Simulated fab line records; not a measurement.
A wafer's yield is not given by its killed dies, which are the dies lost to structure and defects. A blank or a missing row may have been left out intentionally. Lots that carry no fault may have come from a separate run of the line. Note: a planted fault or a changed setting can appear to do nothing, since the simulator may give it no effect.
Which tool was responsible? | flow gf180mcu | 14 lots, 42 wafers sampled, at 4 steps of a route of 602

WHAT THE GAUGES READ, wafer by wafer
GF_STI_CD_MEAS_12 targets a cd of 220 nm. Usual: cd-nm reads 220.1 nm (standard deviation 1.3).
lot  | measured    | on        | cd-nm (nm)        | flag
L221 | day 2 01:32 | cd-sem-02 | 221.4 220.7 219.6 |
L222 | day 2 07:28 | cd-sem-02 | 218.8 218.6 219.5 |
L224 | day 2 16:14 | cd-sem-02 | 222.4 223.0 220.6 |
L226 | day 3 01:52 | cd-sem-01 | 219.6 221.5 218.8 |
L227 | day 3 07:34 | cd-sem-02 | 220.1 220.0 220.3 |
L229 | day 3 18:19 | cd-sem-02 | 218.5 219.2 219.6 |
L233 | day 4 14:22 | cd-sem-01 | 218.6 218.3 218.7 |
L236 | day 5 06:32 | cd-sem-02 | 220.3 219.7 221.6 |
L237 | day 5 11:25 | cd-sem-02 | 217.8 217.9 218.9 |
L238 | day 5 16:20 | cd-sem-02 | 221.4 220.8 220.9 |
L239 | day 5 22:53 | cd-sem-01 | 219.3 219.6 218.8 |
L242 | day 6 13:04 | cd-sem-01 | 217.5 218.5 219.4 |
L243 | day 6 18:50 | cd-sem-01 | 218.1 218.4 217.6 |
L244 | day 7 00:16 | cd-sem-02 | 219.7 220.9 220.3 |

GF_NWELL_TW_MEAS_11. Usual: for NWELL_TW the level is 1590 and the standard deviation is 8.
lot  | measured    | on            | NWELL_TW       | flag
L221 | day 3 06:46 | film-metro-03 | 1592 1587 1589 |
L222 | day 3 14:33 | film-metro-02 | 1580 1590 1589 |
L224 | day 3 23:43 | film-metro-03 | 1591 1587 1582 |
L226 | day 4 10:03 | film-metro-01 | 1612 1599 1599 |
L227 | day 4 15:22 | film-metro-03 | 1584 1584 1584 |
L229 | day 5 02:18 | film-metro-03 | 1589 1596 1600 |
L233 | day 6 00:33 | film-metro-01 | 1588 1590 1586 |
L236 | day 6 17:46 | film-metro-02 | 1580 1577 1585 |
L237 | day 6 22:57 | film-metro-01 | 1597 1605 1599 |
L238 | day 7 03:28 | film-metro-01 | 1604 1603 1593 |
L239 | day 7 11:16 | film-metro-01 | 1594 1578 1592 |
L242 | day 8 02:33 | film-metro-02 | 1583 1572 1584 |
L243 | day 8 08:34 | film-metro-03 | 1596 1599 1597 |
L244 | day 8 14:27 | film-metro-03 | 1590 1592 1593 |

GF_VT_IMPLANT_OVL_MEAS_18. Usual: for VT_IMPLANT_01_OVL the level is -0.2 nm and the standard deviation is 1.4.
lot  | measured     | on         | VT_IMPLANT_01_OVL (nm)              | flag
L221 | day 6 03:34  | overlay-01 | -0.7 1.1 0.1                        |
L222 | day 6 11:58  | overlay-01 | -1.5 -2.6 -1.9                      |
L224 | day 7 00:37  | overlay-01 | 1.3 0.4 0.4                         |
L226 | day 7 11:55  | overlay-02 | -0.6 2.5 0.0                        |
L227 | day 7 19:16  | overlay-01 | -0.6 -0.4 -0.4                      |
L229 | day 8 07:10  | overlay-02 | -2.1 -1.4 -1.1                      |
L233 | day 9 10:46  | overlay-02 | 0.4 -0.7 -0.4                       |
L236 | day 10 06:37 | overlay-02 | -1.4 0.0 -1.2                       |
L237 | day 10 10:25 | overlay-01 | 303.2 302.6 302.5 304.0 302.3 302.8 | OFF
L238 | day 10 17:25 | overlay-01 | 302.3 303.0 303.6 302.3 303.2 304.2 | OFF
L239 | day 11 01:19 | overlay-02 | 1.3 0.7 -1.4                        |
L242 | day 11 18:19 | overlay-02 | -1.0 1.9 0.8                        |
L243 | day 12 00:34 | overlay-01 | 1.7 2.1 1.6                         |
L244 | day 12 07:52 | overlay-02 | 0.6 2.7 1.8                         |

WHICH TOOL RAN EACH LOT (tool, then ch and the chambers of the sampled wafers, then the start)
lot  | GF_VT_IMPLANT_EXPOSE_15
L221 | iline-stepper-01 ch 0, day 5 20:20
L222 | iline-stepper-01 ch 0, day 6 04:31
L224 | iline-stepper-02 ch 0, day 6 17:32
L226 | iline-stepper-01 ch 0, day 7 04:19
L227 | iline-stepper-01 ch 0, day 7 11:25
L229 | iline-stepper-02 ch 0, day 7 23:20
L233 | iline-stepper-02 ch 0, day 9 02:25
L236 | iline-stepper-01 ch 0, day 9 21:49
L237 | iline-stepper-02 ch 0, day 10 01:26
L238 | iline-stepper-02 ch 0, day 10 08:38
L239 | iline-stepper-01 ch 0, day 10 16:55
L242 | iline-stepper-01 ch 0, day 11 09:59
L243 | iline-stepper-01 ch 0, day 11 16:05
L244 | iline-stepper-01 ch 0, day 11 23:31
- GF_VT_IMPLANT_EXPOSE_15: exposes mask Nwell LV AREA, target cd 860 nm.

AS READ BY THE TOOLS THEMSELVES (means over the sampled wafers that have a number; for cases with no such wafer, the mark the record gives instead)
The record holds no such reading with a usual standard deviation.

THE ANSWER, worked out from the rows above alone
Rule: a lot is off if the mean of its wafers that have a number lies more than 3 standard deviations from the usual mean. A lot without any number at a reading at which 4 lots or more have one is off too. The other lots that the step has rows for count as sound. The gauges are gone through in route order, then the tools' own readings, and for those a lot's mean is taken as printed above. At the first step where some lot is off, the reading lying furthest off is the one used; lots without a number count as furthest.
Off: at GF_VT_IMPLANT_OVL_MEAS_18 (VT_IMPLANT_01_OVL), L237, L238.
If a tool, at a process step before that reading, ran all the lots that are off and no sound lot after the first of them, it fits. The gauges at GF_VT_IMPLANT_OVL_MEAS_18 are tried like those tools. One fits: GF_VT_IMPLANT_EXPOSE_15 on iline-stepper-02. Its last sound lot is L233 (day 9 02:25), its first lot that is off L237 (day 10 01:26): a fault that began between those two fits.

WHAT HAD BEEN PUT IN BY THE SIMULATOR
Scanner matching overlay: iline-stepper-02, from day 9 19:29 on, at GF_VT_IMPLANT_EXPOSE_15. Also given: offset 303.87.
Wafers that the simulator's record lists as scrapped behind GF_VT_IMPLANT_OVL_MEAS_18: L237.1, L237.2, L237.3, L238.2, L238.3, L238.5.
Shown lots that were struck: L237, L238. The rule above found the same.
